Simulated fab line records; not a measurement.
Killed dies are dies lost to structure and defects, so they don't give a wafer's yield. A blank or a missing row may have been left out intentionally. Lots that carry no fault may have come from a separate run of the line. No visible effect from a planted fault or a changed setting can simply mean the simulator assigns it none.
Which tool was responsible? | flow sky130 | 12 lots, 36 wafers sampled, at 5 steps of a route of 708

WHAT THE GAUGES READ, wafer by wafer
SKY_FIELD_ISO_THK_MEAS_23. Usual: for FIELD_ISO_OXIDATION_01_THK the level is 10.03 nm and the standard deviation is 0.24.
lot  | measured    | on            | FIELD_ISO_OXIDATION_01_THK (nm) | flag
L797 | day 2 09:02 | film metro-02 | 10.16 10.10 10.22               |
L799 | day 2 19:15 | film metro-02 | 9.79 9.99 9.79                  |
L802 | day 3 09:48 | film metro-02 | 10.43 10.22 10.31               |
L803 | day 3 16:23 | film metro-04 | 9.98 9.90 9.98                  |
L804 | day 3 20:50 | film metro-01 | 10.01 10.13 10.02               |
L805 | day 4 02:20 | film metro-01 | 10.11 10.28 10.37               |
L806 | day 4 06:24 | film metro-02 | 10.22 10.33 10.22               |
L807 | day 4 13:27 | film metro-01 | 9.82 10.04 9.89                 |
L809 | day 4 23:26 | film metro-01 | 9.90 9.94 9.94                  |
L810 | day 5 04:50 | film metro-02 | 9.92 9.95 9.91                  |
L814 | day 6 00:46 | film metro-02 | 9.96 9.94 10.28                 |
L816 | day 6 11:07 | film metro-01 | 9.79 9.71 9.81                  |

SKY_VT_ADJUST_HVTP_TW_MEAS_11. Usual: for VT_ADJUST_HVTP_TW the level is 1348 and the standard deviation is 16.
lot  | measured     | on            | VT_ADJUST_HVTP_TW | flag
L797 | day 6 05:14  | film metro-03 | 1324 1329 1326    |
L799 | day 6 15:54  | film metro-02 | 1357 1355 1352    |
L802 | day 7 05:32  | film metro-03 | 1335 1346 1335    |
L803 | day 7 16:32  | film metro-02 | 1359 1367 1370    |
L804 | day 7 23:17  | film metro-03 | 1338 1336 1336    |
L805 | day 8 07:21  | film metro-04 | 1366 1358 1371    |
L806 | day 8 13:42  | film metro-04 | 1367 1364 1368    |
L807 | day 9 03:13  | film metro-03 | 1327 1338 1338    |
L809 | day 9 12:00  | film metro-03 | 1661 1657 1663    | OFF
L810 | day 9 15:36  | film metro-02 | 1361 1363 1372    |
L814 | day 10 15:41 | film metro-03 | 1671 1675 1676    | OFF
L816 | day 11 01:50 | film metro-03 | 1335 1333 1328    |

WHAT TOOL EACH LOT RAN ON (gives the tool, then ch and the chambers of the sampled wafers, and finally the start)
lot  | SKY_NWELL_STRIP_25                   | SKY_NWELL_RTA_28                 | SKY_VT_ADJUST_HVTP_IMPLANT_09
L797 | plasma asher-02 ch 1, day 5 10:46    | rtp anneal-01 ch 0, day 5 10:59  | implanter-03 ch 0, day 6 04:59
L799 | plasma asher-02 ch 0,1, day 5 20:28  | rtp anneal-01 ch 0, day 5 20:42  | implanter-01 ch 0, day 6 15:40
L802 | plasma asher-04 ch 1, day 6 09:52    | rtp anneal-01 ch 0, day 6 10:05  | implanter-04 ch 0, day 7 05:17
L803 | plasma asher-04 ch 1, day 6 19:28    | rtp anneal-01 ch 0, day 6 19:41  | implanter-04 ch 0, day 7 16:17
L804 | plasma asher-01 ch 0,1, day 7 02:43  | rtp anneal-02 ch 0, day 7 02:56  | implanter-04 ch 0, day 7 23:02
L805 | plasma asher-04 ch 0,1, day 7 10:19  | rtp anneal-01 ch 0, day 7 10:33  | implanter-03 ch 0, day 8 07:07
L806 | plasma asher-04 ch 0,1, day 7 16:04  | rtp anneal-02 ch 0, day 7 16:17  | implanter-01 ch 0, day 8 13:27
L807 | plasma asher-01 ch 0,1, day 8 05:40  | rtp anneal-01 ch 0, day 8 05:53  | implanter-03 ch 0, day 9 03:01
L809 | plasma asher-02 ch 0,1, day 8 14:25  | rtp anneal-01 ch 0, day 8 14:38  | implanter-03 ch 0, day 9 11:26
L810 | plasma asher-02 ch 0,1, day 8 18:01  | rtp anneal-02 ch 0, day 8 18:15  | implanter-04 ch 0, day 9 15:22
L814 | plasma asher-04 ch 0,1, day 9 15:58  | rtp anneal-02 ch 0, day 9 16:11  | implanter-03 ch 0, day 10 15:10
L816 | plasma asher-04 ch 0,1, day 10 01:40 | rtp anneal-02 ch 0, day 10 01:56 | implanter-01 ch 0, day 11 01:35
- SKY_NWELL_STRIP_25: strips in O2/N2.
- SKY_NWELL_RTA_28: time 30 s.
- SKY_VT_ADJUST_HVTP_IMPLANT_09

WHAT THE TOOLS THEMSELVES READ (means of the sampled wafers that have a number; where no wafer has one, the mark that the record gives instead)
SKY_NWELL_STRIP_25. Usual: chamber pressure mTorr 1500.1 mTorr, standard deviation 1.3; drypump motor current A 5.6 A, standard deviation 0.33; oes product au 0.722 a.u., standard deviation 0.0046; strip time to endpoint s 36.92 s, standard deviation 0.1.
lot  | tool            | chamber pressure mTorr (mTorr) | drypump motor current A (A) | oes product au (a.u.) | strip time to endpoint s (s) | flag
L797 | plasma asher-02 | 1499.1                         | 5.3                         | 0.721                 | 36.94                        |
L799 | plasma asher-02 | 1499.6                         | 5.5                         | 0.722                 | 37.00                        |
L802 | plasma asher-04 | 1501.5                         | 5.6                         | 0.724                 | 36.97                        |
L803 | plasma asher-04 | 1500.6                         | 5.6                         | 0.720                 | 36.95                        |
L804 | plasma asher-01 | 1499.9                         | 5.5                         | 0.713                 | 36.85                        |
L805 | plasma asher-04 | 1500.8                         | 5.6                         | 0.724                 | 37.01                        |
L806 | plasma asher-04 | 1500.9                         | 5.7                         | 0.724                 | 36.97                        |
L807 | plasma asher-01 | 1500.1                         | 5.5                         | 0.721                 | 36.97                        |
L809 | plasma asher-02 | 1501.6                         | 5.5                         | 0.725                 | 36.88                        |
L810 | plasma asher-02 | 1500.4                         | 5.4                         | 0.723                 | 36.88                        |
L814 | plasma asher-04 | 1501.0                         | 5.7                         | 0.725                 | 36.77                        |
L816 | plasma asher-04 | 1500.9                         | 5.7                         | 0.722                 | 36.86                        |

SKY_NWELL_RTA_28. Usual: lamp power pct 25.31 %, standard deviation 0.054; wafer_temp_C_max 1054.8, standard deviation 0.94.
lot  | tool          | lamp power pct (%) | wafer_temp_C_max | flag
L797 | rtp anneal-01 | 25.32              | 1056.2           |
L799 | rtp anneal-01 | 25.30              | 1055.3           |
L802 | rtp anneal-01 | 25.33              | 1054.5           |
L803 | rtp anneal-01 | 25.34              | 1054.9           |
L804 | rtp anneal-02 | 25.32              | 1054.5           |
L805 | rtp anneal-01 | 25.30              | 1055.0           |
L806 | rtp anneal-02 | 25.30              | 1054.4           |
L807 | rtp anneal-01 | 25.29              | 1055.0           |
L809 | rtp anneal-01 | 25.35              | 1054.8           |
L810 | rtp anneal-02 | 25.27              | 1055.6           |
L814 | rtp anneal-02 | 25.30              | 1054.2           |
L816 | rtp anneal-02 | 25.32              | 1055.3           |

THE ANSWER, worked out from the rows above alone
Rule: a lot is off if the mean of its wafers that have a number lies more than 3 standard deviations from the usual mean. A lot without any number at a reading at which 4 lots or more have one is off too. Where the step has rows for the other lots, those lots are counted as sound. The gauges are gone through in route order, then the tools' own readings, and for those a lot's mean is taken as printed above. The first step at which some lot is off is used, and at that step the reading that is off furthest; a lot without a number counts as furthest.
Off: L809, L814, seen at SKY_VT_ADJUST_HVTP_TW_MEAS_11 (VT_ADJUST_HVTP_TW).
If a tool, at a process step before that reading, ran all the lots that are off and no sound lot after the first of them, it fits. Those tools and the gauges at SKY_VT_ADJUST_HVTP_TW_MEAS_11 are tried in the same way. One fits: implanter-03 at SKY_VT_ADJUST_HVTP_IMPLANT_09. Its last sound lot is L807 (day 9 03:01), its first lot that is off L809 (day 9 11:26): a fault that began between those two fits.

WHAT THE SIMULATOR HAD PUT IN
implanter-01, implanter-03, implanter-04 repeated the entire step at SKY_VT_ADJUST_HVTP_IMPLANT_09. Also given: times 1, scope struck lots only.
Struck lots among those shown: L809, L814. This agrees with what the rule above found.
